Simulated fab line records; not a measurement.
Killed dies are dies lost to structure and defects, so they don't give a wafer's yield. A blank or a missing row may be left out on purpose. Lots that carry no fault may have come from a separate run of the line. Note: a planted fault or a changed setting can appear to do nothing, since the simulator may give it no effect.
fab line records	flow sky130
record lots=7	wafers=21	last-day=49
route steps=708 shown LI_CONTACT@381 LOCAL_INTERCONNECT@387 PAD_OPEN@708
lots untouched by any fault: they come from a run of this same line in which no faults occurred
start-h: hours from the record's opening day to when the first of the lot's shown wafers began	wait-h: how many hours have passed since the lot's step before this one	" repeats the value in the row above	L1.1+2: a row that stands for several wafers	- no value, or no start given	* or withheld: withheld	< > ~ a bound
route shown NAME@n: a module of which the file shows steps, and the number in the route of the first	usual: mean and standard deviation over wafers with no fault	same: alike in all rows	chamber/n: place in a boat	sites: per-site readings	_std_site: the standard deviation of these	_edge_site: outer sites' mean less inner sites'	radius-mm: for every site, how far away it sits from the centre of the wafer	mask NAME#n: copy n	behind: the last tool/chamber to shape the wafer	hold: the reason the lot was held/the length of the hold in hours/how it ended	device: transistor that didn't switch, given as n, p or np	end of line: the same wafers' tests at the end of the route	step lacking rows: just its recipe	killed: not the wafer's yield, but the dies lost to structure and defects at the first sort	map: a wafer's dies, marking killed ones x, the rest . and places with no die _
set.NAME: the setting as run; set.NAME@STEP: as run at that earlier step	model.NAME: the simulator's own value behind a step, which no gauge read
certain route steps with their lots: each step a table, each wafer a row
services: a tool's chamber out of use, with start hour (start-h, from the record's first day; less than 0 if before it), hours out, and reason
## steps
# step SKY_LI_CONTACT_SPUTTER_19
# recipe material=Ti	target-thk-nm=20	chamber-pressure-pa=5	power-w=2500	substrate-temp-c=200	time-s=106.37
# usual throttle-valve-pct=30.1/1.4
lot.wafer	tool	chamber	start-h	wait-h	throttle-valve-pct
L222.1	pvd-sputter-02	-	749.81	0.0	29.9
L222.2	"	-	"	"	29.3
L222.3	"	-	"	"	29.3
L223.1	pvd-sputter-04	-	755.20	0.0	28.7
L223.2	"	-	"	"	31.0
L223.4	"	-	"	"	31.1
L224.2	pvd-sputter-01	-	756.20	0.0	32.9
L224.4	"	-	"	"	28.8
L224.6	"	-	"	"	29.4
L225.1	pvd-sputter-04	-	773.38	0.0	30.9
L225.4	"	-	"	"	28.6
L225.5	"	-	"	"	31.0
L232.4	pvd-sputter-01	-	838.53	0.0	29.3
L232.5	"	-	"	"	33.0
L232.6	"	-	"	"	29.8
L230.2	pvd-sputter-02	-	838.90	0.0	30.4
L230.5	"	-	"	"	29.2
L230.6	"	-	"	"	29.6
L233.1	pvd-sputter-01	-	841.64	0.0	28.6
L233.3	"	-	"	"	33.2
L233.5	"	-	"	"	33.3
# step SKY_LI_CONTACT_SPUTTER_20
# recipe material=TiN	target-thk-nm=20	chamber-pressure-pa=5	power-w=4000	time-s=80
# usual throttle-valve-pct=30.1/1.4
lot.wafer	tool	chamber	start-h	wait-h	throttle-valve-pct
L222.1	pvd-sputter-02	-	749.88	0.0	30.3
L222.2	"	-	"	"	29.3
L222.3	"	-	"	"	29.4
L223.1	pvd-sputter-04	-	755.27	0.0	28.3
L223.2	"	-	"	"	30.7
L223.4	"	-	"	"	31.3
L224.2	pvd-sputter-01	-	756.27	0.0	33.0
L224.4	"	-	"	"	28.8
L224.6	"	-	"	"	29.9
L225.1	pvd-sputter-04	-	773.46	0.0	31.0
L225.4	"	-	"	"	28.4
L225.5	"	-	"	"	31.0
L232.4	pvd-sputter-01	-	838.61	0.0	29.8
L232.5	"	-	"	"	33.3
L232.6	"	-	"	"	29.5
L230.2	pvd-sputter-02	-	838.97	0.0	29.9
L230.5	"	-	"	"	29.2
L230.6	"	-	"	"	29.2
L233.1	pvd-sputter-01	-	841.71	0.0	28.4
L233.3	"	-	"	"	33.3
L233.5	"	-	"	"	33.0
# step SKY_LI_CONTACT_CVD_21
# recipe material=W	target-thk-nm=400	time-s=120.56	temp-c=400	pressure-torr=40
# step SKY_LI_CONTACT_RS_MEAS_22
# recipe thk-meas-gauge=four-point-probe	reads=W_of_LI_CONTACT_CVD_21+TiN_of_LI_CONTACT_SPUTTER_20+Ti_of_LI_CONTACT_SPUTTER_19
# usual LI_CONTACT_W_RS=0.287/0.0033
lot.wafer	tool	chamber	start-h	wait-h	LI_CONTACT_W_RS[ohm/sq]
L222.1	film-metro-04	-	750.07	0.1	0.285
L222.2	"	-	"	"	0.280
L222.3	"	-	"	"	0.282
L223.1	film-metro-04	-	755.46	0.1	0.285
L223.2	"	-	"	"	0.291
L223.4	"	-	"	"	0.281
L224.2	film-metro-03	-	756.60	0.2	0.285
L224.4	"	-	"	"	0.285
L224.6	"	-	"	"	0.285
L225.1	film-metro-03	-	773.64	0.1	0.279
L225.4	"	-	"	"	0.279
L225.5	"	-	"	"	0.285
L232.4	film-metro-01	-	838.85	0.1	0.286
L232.5	"	-	"	"	0.288
L232.6	"	-	"	"	0.285
L230.2	film-metro-01	-	839.18	0.1	0.285
L230.5	"	-	"	"	0.286
L230.6	"	-	"	"	0.286
L233.1	film-metro-04	-	841.90	0.1	0.286
L233.3	"	-	"	"	0.288
L233.5	"	-	"	"	0.285
# step SKY_LI_CONTACT_THK_MEAS_23
# recipe thk-meas-gauge=xrf	reads=W_of_LI_CONTACT_CVD_21
# usual LI_CONTACT_W_THK=396/5.3
lot.wafer	tool	chamber	start-h	wait-h	LI_CONTACT_W_THK[nm]
L222.1	film-metro-04	-	750.19	0.1	397
L222.2	"	-	"	"	406
L222.3	"	-	"	"	401
L223.1	film-metro-04	-	755.58	0.1	396
L223.2	"	-	"	"	389
L223.4	"	-	"	"	400
L224.2	film-metro-03	-	756.71	0.1	396
L224.4	"	-	"	"	393
L224.6	"	-	"	"	395
L225.1	film-metro-03	-	773.76	0.1	407
L225.4	"	-	"	"	408
L225.5	"	-	"	"	395
L232.4	film-metro-01	-	838.94	0.1	399
L232.5	"	-	"	"	394
L232.6	"	-	"	"	400
L230.2	film-metro-01	-	839.29	0.1	399
L230.5	"	-	"	"	400
L230.6	"	-	"	"	398
L233.1	film-metro-04	-	842.02	0.1	397
L233.3	"	-	"	"	395
L233.5	"	-	"	"	399
# step SKY_LI_CONTACT_CMP_24
# recipe stop-on=PSG	t-overpolish-s=20	down-force-psi=3.5	platen-rpm=60	target-thk-nm=0	pad-velocity-m-s=0.94248
# usual head-pressure-psi=3.500/0.0075	motor-current-A=11.1/0.89	overpolish-run-s=20.000/0.0091	time-to-endpoint-s=95/5.2
lot.wafer	tool	chamber	start-h	wait-h	head-pressure-psi	motor-current-A	overpolish-run-s	time-to-endpoint-s
L222.2	cmp-01	1	750.25	0.0	3.483	10.9	19.987	103
L222.3	"	2	"	"	3.495	11.4	19.994	98
L222.1	"	0	"	"	3.498	9.9	20.003	103
L223.4	cmp-02	0	755.69	0.1	3.497	11.4	20.003	99
L223.2	"	1	"	"	3.494	11.3	19.980	102
L223.1	"	2	"	"	3.502	9.6	20.016	94
L224.2	cmp-01	2	756.76	0.0	3.487	11.2	20.007	100
L224.4	"	3	"	"	3.504	10.8	20.001	87
L224.6	"	2	"	"	3.501	11.8	19.994	98
L225.4	cmp-02	0	773.87	0.1	3.498	11.4	20.000	98
L225.1	"	2	"	"	3.500	9.8	20.005	95
L225.5	"	0	"	"	3.491	11.7	20.004	93
L232.4	cmp-02	2	838.97	0.0	3.506	9.8	20.000	93
L232.6	"	2	"	"	3.495	10.0	19.994	93
L232.5	"	3	"	"	3.512	12.3	20.010	93
L230.2	cmp-01	3	839.44	0.1	3.498	10.6	20.004	91
L230.5	"	1	"	"	3.504	11.4	19.997	97
L230.6	"	2	"	"	3.512	11.7	20.005	99
L233.1	cmp-01	1	842.45	0.4	3.499	11.5	19.993	101
L233.3	"	2	"	"	3.484	11.3	20.016	98
L233.5	"	1	"	"	3.484	11.1	20.000	101
# step SKY_LOCAL_INTERCONNECT_SPUTTER_00
# recipe material=TiN	target-thk-nm=100	temp-c=300	power-w=6500	time-s=83.3	chamber-pressure-pa=0.4
# usual throttle-valve-pct=29.9/1.1
lot.wafer	tool	chamber	start-h	wait-h	throttle-valve-pct
L222.1	pvd-sputter-04	-	750.55	0.1	30.8
L222.2	"	-	"	"	31.1
L222.3	"	-	"	"	28.8
L223.1	pvd-sputter-03	-	755.94	0.1	28.0
L223.2	"	-	"	"	31.7
L223.4	"	-	"	"	29.5
L224.2	pvd-sputter-02	-	757.06	0.2	30.2
L224.4	"	-	"	"	31.1
L224.6	"	-	"	"	29.3
L225.1	pvd-sputter-04	-	774.12	0.1	30.7
L225.4	"	-	"	"	31.2
L225.5	"	-	"	"	30.8
L232.4	pvd-sputter-03	-	839.30	0.3	29.7
L232.5	"	-	"	"	31.7
L232.6	"	-	"	"	29.6
L230.2	pvd-sputter-04	-	839.64	0.1	30.9
L230.5	"	-	"	"	28.5
L230.6	"	-	"	"	31.0
L233.1	pvd-sputter-02	-	842.75	0.2	30.1
L233.3	"	-	"	"	29.2
L233.5	"	-	"	"	30.0
# step SKY_LOCAL_INTERCONNECT_RS_MEAS_01
# recipe thk-meas-gauge=four-point-probe	reads=TiN_of_LOCAL_INTERCONNECT_SPUTTER_00
# usual LOCAL_INTERCONNECT_TIN_RS=14.08/0.18
lot.wafer	tool	chamber	start-h	wait-h	LOCAL_INTERCONNECT_TIN_RS[ohm/sq]
L222.1	film-metro-02	-	750.61	0.0	14.04
L222.2	"	-	"	"	14.10
L222.3	"	-	"	"	14.01
L223.1	film-metro-04	-	756.00	0.0	14.17
L223.2	"	-	"	"	14.18
L223.4	"	-	"	"	14.03
L224.2	film-metro-03	-	757.15	0.1	14.21
L224.4	"	-	"	"	14.04
L224.6	"	-	"	"	14.30
L225.1	film-metro-03	-	774.18	0.0	14.10
L225.4	"	-	"	"	13.95
L225.5	"	-	"	"	14.14
L232.4	film-metro-02	-	839.40	0.1	13.93
L232.5	"	-	"	"	14.07
L232.6	"	-	"	"	14.13
L230.2	film-metro-04	-	839.72	0.1	14.07
L230.5	"	-	"	"	13.83
L230.6	"	-	"	"	13.92
L233.1	film-metro-04	-	842.81	0.0	14.41
L233.3	"	-	"	"	14.48
L233.5	"	-	"	"	14.29
# step SKY_LOCAL_INTERCONNECT_THK_MEAS_02
# recipe thk-meas-gauge=xrf	reads=TiN_of_LOCAL_INTERCONNECT_SPUTTER_00
# usual LOCAL_INTERCONNECT_TIN_THK=100.4/1.3
lot.wafer	tool	chamber	start-h	wait-h	LOCAL_INTERCONNECT_TIN_THK[nm]
L222.1	film-metro-02	-	750.73	0.1	100.7
L222.2	"	-	"	"	100.1
L222.3	"	-	"	"	100.9
L223.1	film-metro-04	-	756.12	0.1	100.2
L223.2	"	-	"	"	99.6
L223.4	"	-	"	"	101.1
L224.2	film-metro-03	-	757.26	0.1	99.7
L224.4	"	-	"	"	101.1
L224.6	"	-	"	"	98.8
L225.1	film-metro-03	-	774.30	0.1	100.1
L225.4	"	-	"	"	101.4
L225.5	"	-	"	"	100.1
L232.4	film-metro-02	-	839.49	0.1	100.8
L232.5	"	-	"	"	100.5
L232.6	"	-	"	"	100.3
L230.2	film-metro-04	-	839.83	0.1	101.2
L230.5	"	-	"	"	102.7
L230.6	"	-	"	"	101.8
L233.1	film-metro-04	-	842.93	0.1	98.2
L233.3	"	-	"	"	98.0
L233.5	"	-	"	"	99.5
# step SKY_LOCAL_INTERCONNECT_DEHYDRATE_03
# recipe temp-c=200	time-s=60
# step SKY_LOCAL_INTERCONNECT_HMDS_04
# recipe prime-time-s=60	prime-temp-c=120
# step SKY_LOCAL_INTERCONNECT_COAT_05
# recipe resist=BARC	temp-c=withheld	time-s=withheld	spin-rpm=3000	resist-thk-nm=60
# step SKY_LOCAL_INTERCONNECT_COAT_06
# recipe resist=KrF-thick	spin-rpm=3000	resist-thk-nm=450
# usual spin-speed-rpm=3000.2/1.9
lot.wafer	tool	chamber	start-h	wait-h	spin-speed-rpm	model.KrF-thick_of_LOCAL_INTERCONNECT_COAT_06.thk-nm
L222.1	litho-track-03	0	762	-	3196.7	435.9
L222.2	"	0	"	"	3195.6	435.5
L222.3	"	0	763	-	3195.7	434.8
L223.1	litho-track-02	0	768	-	3000.6	450.3
L223.2	"	0	"	"	3004.3	450.3
L223.4	"	0	"	"	3001.5	449.7
L224.2	litho-track-03	0	770	-	3197.0	435.9
L224.4	"	0	"	"	3194.7	437.7
L224.6	"	0	"	"	3194.2	437.4
L225.1	litho-track-03	0	786	-	3196.0	435.9
L225.4	"	0	787	-	3196.8	436.4
L225.5	"	0	"	"	3195.9	436.4
L232.4	litho-track-04	0	852	-	3000.7	447.2
L232.5	"	0	"	"	2996.1	448.8
L232.6	"	0	"	"	2996.8	448.3
L230.2	litho-track-02	0	852	-	2999.1	449.1
L230.5	"	0	853	-	2996.8	449.3
L230.6	"	0	"	"	2998.8	449.1
L233.1	litho-track-03	0	856	-	3000.4	450.1
L233.3	"	0	"	"	3002.0	449.3
L233.5	"	0	"	"	3003.2	451.1
# step SKY_LOCAL_INTERCONNECT_SOFTBAKE_07
# recipe temp-c=100	time-s=90	resist=KrF-thick
# step SKY_LOCAL_INTERCONNECT_EXPOSE_08
# recipe mask-id=LI1M	na=0.8	source-shape=annular	sigma-inner=0.55	sigma-outer=0.85	target-cd-nm=170	dose-mj=28
# step SKY_LOCAL_INTERCONNECT_PEB_09
# recipe peb-temp-c=withheld	peb-time-s=withheld	resist=KrF-thick
# step SKY_LOCAL_INTERCONNECT_DEVELOP_10
# recipe develop-time-s=60	resist=KrF-thick	dev-temp-c=21
# step SKY_LOCAL_INTERCONNECT_CD_MEAS_11
# recipe target-cd-nm=170
# usual cd-nm=170.4/1.4
lot.wafer	tool	chamber	start-h	wait-h	cd-nm
L222.1	cd-sem-01	-	777.01	-	169.0
L222.2	"	-	"	"	168.9
L222.3	"	-	"	"	169.9
L223.1	cd-sem-01	-	782.40	-	168.4
L223.2	"	-	"	"	170.4
L223.4	"	-	"	"	170.0
L224.2	cd-sem-02	-	783.58	-	170.5
L224.4	"	-	"	"	168.9
L224.6	"	-	"	"	171.1
L225.1	cd-sem-02	-	800.95	-	171.1
L225.4	"	-	"	"	171.7
L225.5	"	-	"	"	169.8
L232.4	cd-sem-01	-	865.76	-	170.5
L232.5	"	-	"	"	171.0
L232.6	"	-	"	"	169.3
L230.2	cd-sem-02	-	866.07	-	169.8
L230.5	"	-	"	"	172.9
L230.6	"	-	"	"	170.8
L233.1	cd-sem-01	-	869.35	-	171.1
L233.3	"	-	"	"	170.8
L233.5	"	-	"	"	169.2
# step SKY_LOCAL_INTERCONNECT_OVL_MEAS_12
# usual LOCAL_INTERCONNECT_OVL=-1/5.1
lot.wafer	tool	chamber	start-h	wait-h	LOCAL_INTERCONNECT_OVL[nm]
L222.1	overlay-02	-	777.13	0.1	-2
L222.2	"	-	"	"	-1
L222.3	"	-	"	"	-6
L223.1	overlay-02	-	782.52	0.1	-1
L223.2	"	-	"	"	-2
L223.4	"	-	"	"	1
L224.2	overlay-01	-	783.69	0.1	-4
L224.4	"	-	"	"	-7
L224.6	"	-	"	"	-6
L225.1	overlay-01	-	801.07	0.1	-3
L225.4	"	-	"	"	5
L225.5	"	-	"	"	0
L232.4	overlay-01	-	865.84	0.1	7
L232.5	"	-	"	"	-2
L232.6	"	-	"	"	1
L230.2	overlay-02	-	866.18	0.1	-1
L230.5	"	-	"	"	-5
L230.6	"	-	"	"	2
L233.1	overlay-01	-	869.47	0.1	-1
L233.3	"	-	"	"	4
L233.5	"	-	"	"	-9
# step SKY_LOCAL_INTERCONNECT_ETCH_13
# recipe chemistry=N2/H2	target=BARC	ion-energy-ev=200	bias-w=100	pressure-mtorr=30	n2-flow-sccm=100	h2-flow-sccm=200	icp-w=500	stop-on=SiO2	time-s=45.9	target-depth-a=600
# usual drypump-motor-current-A=5.8/0.43	h2-flow-sccm=199.9/0.6	he-backside-leak-sccm=3.4/0.33	oes-product-au=0.853/0.0049	throttle-valve-pct=13.225/0.0093
lot.wafer	tool	chamber	start-h	wait-h	drypump-motor-current-A	h2-flow-sccm	he-backside-leak-sccm	oes-product-au	rf-hours-counter-h	throttle-valve-pct
L222.1	rie-metal-04	1	777.17	0.0	6.0	199.1	3.4	0.849	4	13.223
L222.2	"	0	"	"	5.7	199.0	3.0	0.842	15	13.236
L222.3	"	0	"	"	5.7	200.1	3.0	0.857	-	13.231
L223.1	rie-metal-04	0	782.56	0.0	5.7	199.9	3.0	0.854	15	13.217
L223.2	"	1	"	"	6.0	199.5	3.4	0.848	4	13.215
L223.4	"	1	"	"	6.0	198.5	3.5	0.865	-	13.236
L224.2	rie-metal-02	0	783.72	0.0	5.5	199.4	3.6	0.858	4	13.227
L224.4	"	1	"	"	5.7	199.8	3.4	0.849	-	13.229
L224.6	"	0	"	"	5.5	199.1	3.5	0.850	-	13.212
L225.1	rie-metal-04	0	801.11	0.0	5.7	199.3	3.1	0.849	16	13.216
L225.4	"	0	"	"	5.7	200.0	3.1	0.858	-	13.209
L225.5	"	0	"	"	5.7	200.7	3.3	0.847	-	13.222
L232.4	rie-metal-04	1	865.92	0.1	6.0	200.1	3.6	0.850	-	13.218
L232.5	"	1	"	"	6.0	200.8	3.6	0.851	-	13.225
L232.6	"	1	"	"	6.0	200.4	3.8	0.860	-	13.225
L230.2	rie-metal-02	0	866.21	0.0	5.5	199.2	3.6	0.850	6	13.240
L230.5	"	1	"	"	5.7	200.3	3.4	0.859	-	13.219
L230.6	"	0	"	"	5.5	200.0	3.5	0.850	-	13.227
L233.1	rie-metal-01	1	869.51	0.0	5.0	200.4	3.2	0.852	2	13.229
L233.3	"	1	"	"	5.0	199.4	3.2	0.857	-	13.234
L233.5	"	1	"	"	5.0	199.9	3.0	0.856	-	13.237
# step SKY_LOCAL_INTERCONNECT_METAL_ETCH_14
# recipe target-depth-nm=110	stop-on=PSG	chemistry=Cl2/BCl3	target=TiN	resist-sidewall-deg=88	pressure-mtorr=10	icp-w=900	bias-w=48.5	Cl2_flow_sccm=60	bcl3-flow-sccm=30	time-s=31.4
# usual drypump-motor-current-A=5.8/0.43	he-backside-leak-sccm=3.4/0.31	oes-product-au=0.943/0.0079	throttle-valve-pct=21.900/0.01
lot.wafer	tool	chamber	start-h	wait-h	drypump-motor-current-A	he-backside-leak-sccm	oes-product-au	rf-hours-counter-h	throttle-valve-pct	model.KrF-thick_of_LOCAL_INTERCONNECT_COAT_06.thk-nm
L222.1	rie-metal-04	1	777.23	0.0	6.0	3.9	0.940	4	21.900	331.4
L222.2	"	0	"	"	5.7	3.1	0.936	15	21.902	333.7
L222.3	"	0	"	"	5.7	3.0	0.947	-	21.912	333.4
L223.1	rie-metal-04	0	782.62	0.0	5.7	3.2	0.950	15	21.887	347.9
L223.2	"	1	"	"	6.0	3.6	0.935	4	21.904	346.2
L223.4	"	1	"	"	6.0	3.8	0.945	-	21.899	345.2
L224.2	rie-metal-02	0	783.78	0.0	5.5	3.5	0.930	4	21.899	335.9
L224.4	"	1	"	"	5.7	3.4	0.939	-	21.905	335.5
L224.6	"	0	"	"	5.5	3.5	0.938	-	21.909	337.5
L225.1	rie-metal-04	0	801.17	0.0	5.7	3.0	0.941	16	21.900	335
L225.4	"	0	"	"	5.7	3.1	0.947	-	21.897	335.4
L225.5	"	0	"	"	5.7	3.1	0.942	-	21.904	336.1
L232.4	rie-metal-04	1	866.04	0.1	6.0	3.7	0.943	-	21.897	345.2
L232.5	"	1	"	"	6.0	3.8	0.949	-	21.911	346.7
L232.6	"	1	"	"	6.0	3.7	0.947	-	21.898	346.3
L230.2	rie-metal-02	0	866.27	0.0	5.5	3.4	0.948	6	21.898	348.4
L230.5	"	1	"	"	5.7	3.5	0.955	-	21.878	345.3
L230.6	"	0	"	"	5.5	3.5	0.957	-	21.894	348.3
L233.1	rie-metal-01	1	869.64	0.1	5.0	3.2	0.929	2	21.898	348.4
L233.3	"	1	"	"	5.0	3.1	0.928	-	21.904	347.2
L233.5	"	1	"	"	5.0	3.2	0.931	-	21.907	349.7
# step SKY_LOCAL_INTERCONNECT_STRIP_15
# recipe chemistry=O2/N2	power-w=1400	pressure-mtorr=1500	platen-temp-c=withheld	o2-flow-sccm=3000	n2-flow-sccm=300	overash-fraction=0.5
# usual drypump-motor-current-A=5.5/0.38	oes-product-au=0.426/0.0043	strip-time-to-endpoint-s=4.708/0.022
lot.wafer	tool	chamber	start-h	wait-h	drypump-motor-current-A	oes-product-au	rf-hours-counter-h	strip-time-to-endpoint-s
L222.1	plasma-asher-03	0	777.28	0.0	4.8	0.419	4	4.534
L222.2	"	1	"	"	5.8	0.425	4	4.572
L222.3	"	1	"	"	5.9	0.423	-	4.533
L223.1	plasma-asher-04	0	782.67	0.0	5.6	0.420	65	4.704
L223.2	"	1	"	"	5.4	0.423	65	4.690
L223.4	"	1	"	"	5.4	0.422	-	4.693
L224.2	plasma-asher-02	1	783.83	0.0	5.5	0.421	97	4.595
L224.4	"	1	"	"	5.5	0.416	-	4.586
L224.6	"	0	"	"	5.9	0.430	-	4.606
L225.1	plasma-asher-03	0	801.22	0.0	4.8	0.414	6	4.596
L225.4	"	0	"	"	4.8	0.417	-	4.589
L225.5	"	1	"	"	5.8	0.419	-	4.601
L232.4	plasma-asher-03	1	866.12	0.1	5.8	0.429	-	4.671
L232.5	"	1	"	"	5.8	0.427	-	4.699
L232.6	"	0	"	"	4.8	0.424	-	4.678
L230.2	plasma-asher-02	0	866.32	0.0	5.8	0.419	105	4.703
L230.5	"	0	"	"	5.9	0.433	-	4.680
L230.6	"	1	"	"	5.5	0.422	-	4.722
L233.1	plasma-asher-03	0	869.74	0.1	4.8	0.429	13	4.728
L233.3	"	0	"	"	4.9	0.423	-	4.708
L233.5	"	1	"	"	5.9	0.428	-	4.714
# step SKY_LOCAL_INTERCONNECT_STRIP_16
# recipe chemistry=post-etch-residue-remover	time-s=1200	temp-c=72.5
# step SKY_PAD_OPEN_PROBE_99
# usual killed_at_M0_to_M3=42/6.3	killed_at_M4_up=3.2/1.9	killed-at-contacts=24/5.8	killed-at-front-end=15/4.3	killed-at-other=0.2/0.62	killed-dies=85/9.3	killed-open=46/6.8	killed-short=38/6.1
# same gross-dies=492	killed-at-back-side=0
lot.wafer	tool	chamber	start-h	wait-h	killed_at_M0_to_M3	killed_at_M4_up	killed-at-contacts	killed-at-front-end	killed-at-other	killed-dies	killed-open	killed-short
L222.1	prober-01	-	1120.93	0.1	47	2	29	10	1	89	50	39
L222.2	prober-01	-	1120.98	0.1	45	2	18	19	1	85	49	36
L222.3	prober-01	-	1121.03	0.2	45	2	19	18	0	84	56	28
L232.4	prober-02	-	1182.37	0.2	45	4	32	18	0	99	49	50
L232.5	prober-02	-	1182.42	0.2	43	4	26	10	0	83	44	39
L232.6	prober-02	-	1182.47	0.2	50	4	30	12	1	97	48	49
# killed by level:class
L222.1 CONTACT:geometric-particle:open=15 METAL1:geometric-particle:short=13 VIA1:geometric-particle:open=10 LI_CONTACT:geometric-particle:open=6 VIA2:geometric-particle:open=5 VIA3:geometric-particle:open=5 CONTACT:geometric-particle:short=4 METAL2:geometric-particle:short=3
L222.2 VIA3:geometric-particle:open=10 VIA1:geometric-particle:open=8 CONTACT:geometric-particle:short=7 VIA2:geometric-particle:open=7 LI_CONTACT:geometric-particle:open=6 VIA3:geometric-particle:short=6 POLY_GATE:geometric-particle:open=5 CONTACT:geometric-particle:open=5
L222.3 VIA1:geometric-particle:open=14 CONTACT:geometric-particle:open=10 VIA2:geometric-particle:open=8 VIA3:geometric-particle:open=8 POLY_GATE:geometric-particle:open=5 METAL2:geometric-particle:short=5 LI_CONTACT:geometric-particle:open=4 FIELD_ISO:geometric-particle:open=3
L232.4 CONTACT:geometric-particle:open=9 METAL1:geometric-particle:short=8 POLY_GATE:geometric-particle:short=7 LI_CONTACT:geometric-particle:open=7 VIA1:geometric-particle:open=7 VIA2:geometric-particle:open=7 LI_CONTACT:geometric-particle:short=6 CONTACT:geometric-particle:short=6
L232.5 LI_CONTACT:geometric-particle:open=10 VIA2:geometric-particle:open=8 METAL1:geometric-particle:short=7 VIA1:geometric-particle:open=7 METAL1:geometric-particle:open=6 LOCAL_INTERCONNECT:geometric-particle:short=5 CONTACT:geometric-particle:open=5 FIELD_ISO:geometric-particle:short=4
L232.6 VIA2:geometric-particle:open=9 CONTACT:geometric-particle:short=8 VIA1:geometric-particle:open=8 LOCAL_INTERCONNECT:geometric-particle:short=7 METAL1:geometric-particle:short=6 METAL2:geometric-particle:short=6 LI_CONTACT:geometric-particle:open=5 VIA3:geometric-particle:open=5
## services
tool	chamber	start-h	hours	kind
plasma-asher-03	-	733.75	9.0	pm
cmp-02	-	743.08	1.0	repair
cmp-01	-	744.00	4.0	pm
rie-metal-01	1	759.54	13.8	repair
pvd-sputter-03	-	771.12	3.3	repair
plasma-asher-03	-	783.23	1.3	repair
cmp-01	-	784.00	1.0	repair
cmp-02	-	784.37	0.5	repair
cmp-02	-	791.76	2.2	repair
rie-metal-02	1	793.84	40.4	repair
rie-metal-02	0	798.89	27.8	repair
cmp-02	-	812.98	4.3	repair
cmp-01	-	817.42	1.1	repair
pvd-sputter-02	-	823.22	1.2	repair
rie-metal-02	-	826.67	2.7	pm
rie-metal-01	1	848.14	5.9	repair
plasma-asher-03	-	848.84	0.8	repair
rie-metal-04	0	852.52	-	clean
rie-metal-04	0	852.52	20.9	scheduled-down
rie-metal-04	0	852.52	20.9	vent-cycle
plasma-asher-04	-	859.55	1.1	repair
cmp-01	-	862.20	1.0	repair
pvd-sputter-02	-	864.32	10.7	repair
rie-metal-01	0	868.32	1.5	repair
## key
first-sign step=SKY_LOCAL_INTERCONNECT_COAT_06	reading=spin-speed-rpm	direction=up	sigmas=99+	usual=3000.2	struck=3195.8
effect step=SKY_LOCAL_INTERCONNECT_STRIP_15	reading=strip-time-to-endpoint-s	direction=down	sigmas=5.8	usual=*	struck=*
model-effect step=SKY_LOCAL_INTERCONNECT_COAT_06	value=KrF-thick_of_LOCAL_INTERCONNECT_COAT_06.thk-nm	without=450.2	struck=436.2
model-effect step=SKY_LOCAL_INTERCONNECT_METAL_ETCH_14	value=KrF-thick_of_LOCAL_INTERCONNECT_COAT_06.thk-nm	without=348.9	struck=334.9
met-at SKY_LOCAL_INTERCONNECT_COAT_06
struck-wafers L222.1,L222.2,L222.3,L224.2,L224.4,L224.6,L225.1,L225.4,L225.5
tester-left-out L222,L224,L225
fault kind=process-parameter-drift	tool=litho-track-03	chamber=-	onset-h=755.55	steps=SKY_LOCAL_INTERCONNECT_COAT_06	channel=spin-rpm	offset=195.47	shape=step	end-h=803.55	acts-in=these-recipes-only	stated=3000
# tester-left-out: of these lots the tester's yield and bins aren't shown, on N5 and GAA mostly nor the transistor test; their killed dies are dies lost to structure and defects alone, not to doping, threshold or leakage, so they don't give the yield
